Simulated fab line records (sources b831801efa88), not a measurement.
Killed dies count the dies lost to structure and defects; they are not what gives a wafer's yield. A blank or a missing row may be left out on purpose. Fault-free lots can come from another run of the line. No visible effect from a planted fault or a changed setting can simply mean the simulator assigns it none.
Lot-split experiment + flow gf180mcu + on a route of 602 steps: 5 lots, 23 wafers read

== ON THE SPLIT ==
At GF_M5_EXPOSE_04 (exposes mask Metal5, target cd 280 nm), the setting dose mj was moved away from the recipe's 28 on 5 of the 23 wafers read, by -3.9% to +4.2%. This setting was run at the recipe's value on the other wafers.

== FROM THE SPLIT TO THE READING: what the file shows between them, 2 steps ==
- GF_M5_PEB_05: peb time 90 s
- GF_M5_DEVELOP_06: develop time 60 s

== THE READING ==
At GF_M5_CD_MEAS_07: cd nm in nanometres, against a target cd of 280 nm. Typical for fault-free wafers on this fab line: 280.0 nm, with standard deviation 1.1 nm.

| wafer  | tool, chamber at the split | dose mj as run | against the recipe | cd nm, nm | against lot-mates on the recipe |
|--------|----------------------------|----------------|--------------------|-----------|---------------------------------|
| L074.1 | krf scanner-02, 0          | 28             | recipe             | 277.4     | -                               |
| L074.2 | krf scanner-02, 0          | 28             | recipe             | 277.7     | -                               |
| L074.3 | krf scanner-02, 0          | 28             | recipe             | 278.8     | -                               |
| L074.4 | krf scanner-02, 0          | 28             | recipe             | 278.9     | -                               |
| L074.6 | krf scanner-02, 0          | 28             | recipe             | 278.1     | -                               |
| L075.1 | krf scanner-02, 0          | 28             | recipe             | 278.2     | -                               |
| L075.2 | krf scanner-02, 0          | 28             | recipe             | 278.1     | -                               |
| L075.3 | krf scanner-02, 0          | 28             | recipe             | 278.4     | -                               |
| L075.5 | krf scanner-02, 0          | 28             | recipe             | 278.8     | -                               |
| L075.6 | krf scanner-02, 0          | 28             | recipe             | 279.2     | -                               |
| L077.1 | krf scanner-02, 0          | 28             | recipe             | 279.1     | -                               |
| L077.2 | krf scanner-02, 0          | 26.92          | -3.9%              | 284.8     | +5.4                            |
| L077.4 | krf scanner-02, 0          | 28             | recipe             | 279.8     | -                               |
| L077.5 | krf scanner-02, 0          | 26.92          | -3.9%              | 285.8     | +6.4                            |
| L077.6 | krf scanner-02, 0          | 28             | recipe             | 279.3     | -                               |
| L080.1 | krf scanner-02, 0          | 28             | recipe             | 280.7     | -                               |
| L080.3 | krf scanner-02, 0          | 28             | recipe             | 281.1     | -                               |
| L080.5 | krf scanner-02, 0          | 28             | recipe             | 281.7     | -                               |
| L081.1 | krf scanner-02, 0          | 29.19          | +4.2%              | 273.9     | -6.5                            |
| L081.2 | krf scanner-02, 0          | 29.19          | +4.2%              | 273.8     | -6.6                            |
| L081.3 | krf scanner-02, 0          | 29.19          | +4.2%              | 273.4     | -7.0                            |
| L081.4 | krf scanner-02, 0          | 28             | recipe             | 280.9     | -                               |
| L081.6 | krf scanner-02, 0          | 28             | recipe             | 279.9     | -                               |

THE FIT
A straight line over all 23 wafers: cd nm changes by -1.4 nm for each +1% of dose mj; r = -0.92; the points scatter about the line by 1.1 nm.
The same after taking each lot's own level away (the mean of its wafers on the recipe; 23 wafers): -1.56 nm for each +1%; r = -0.99; scatter 0.46 nm.
Per that fit: largest dose mj move, reading shift of 6.6 nm.
The lots' own levels span 278.18 to 281.17 nm, that is 2.7 times the standard deviation above.
So the lot-to-lot level changes the slope little: the two slopes agree.
Check: with one of the wafers moved furthest among these (+4.2%) left out of the fit, the line predicts -6.69 nm for it against its lot-mates. Against them it came out at -6.5 nm.

== ADDITIONAL SPLITS CARRIED BY THESE WAFERS ==
Other splits were also applied to these wafers ahead of the reading. Each is held against what the fit with the lots' levels taken away leaves over:
| other split on the same wafers        | wafers away from the commonest value | r with cd nm (lot level and that fit taken away) |
|---------------------------------------|--------------------------------------|--------------------------------------------------|
| GF_V4_CVD_00 sih4 flow sccm           | 8                                    | -0.08                                            |
| GF_V4_EXPOSE_11 dose mj               | 10                                   | -0.04                                            |
| GF_V4_SPUTTER_21 power w              | 11                                   | -0.09                                            |
| GF_MIM_SPUTTER_02 chamber pressure pa | 15                                   | +0.01                                            |
| GF_MIM_SPUTTER_08 time s              | 7                                    | -0.15                                            |
| GF_MIM_SOFTBAKE_15 temp c             | 5                                    | +0.01                                            |

== THE WHOLE CHAIN: every reading that the file lists as answering this split, in the file's order ==
| step             | what it does                                            | reading                                                   | change (the file's fit)              | r (the file's) |
|------------------|---------------------------------------------------------|-----------------------------------------------------------|--------------------------------------|----------------|
| GF_M5_CD_MEAS_07 | target cd 280 nm                                        | cd nm                                                     | -1.56 nm for each +1% of the setting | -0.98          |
| GF_M5_ETCH_09    | etches Si3N4 in CF4/O2, target depth 52 nm, time 11.6 s | M5.cd nm (the simulator's own value, which no gauge read) | -1.56 nm for each +1% of the setting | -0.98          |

== THE FILE'S OWN FIT ==
cd nm changes by -1.56 nm for each +1% of dose mj, r = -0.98.
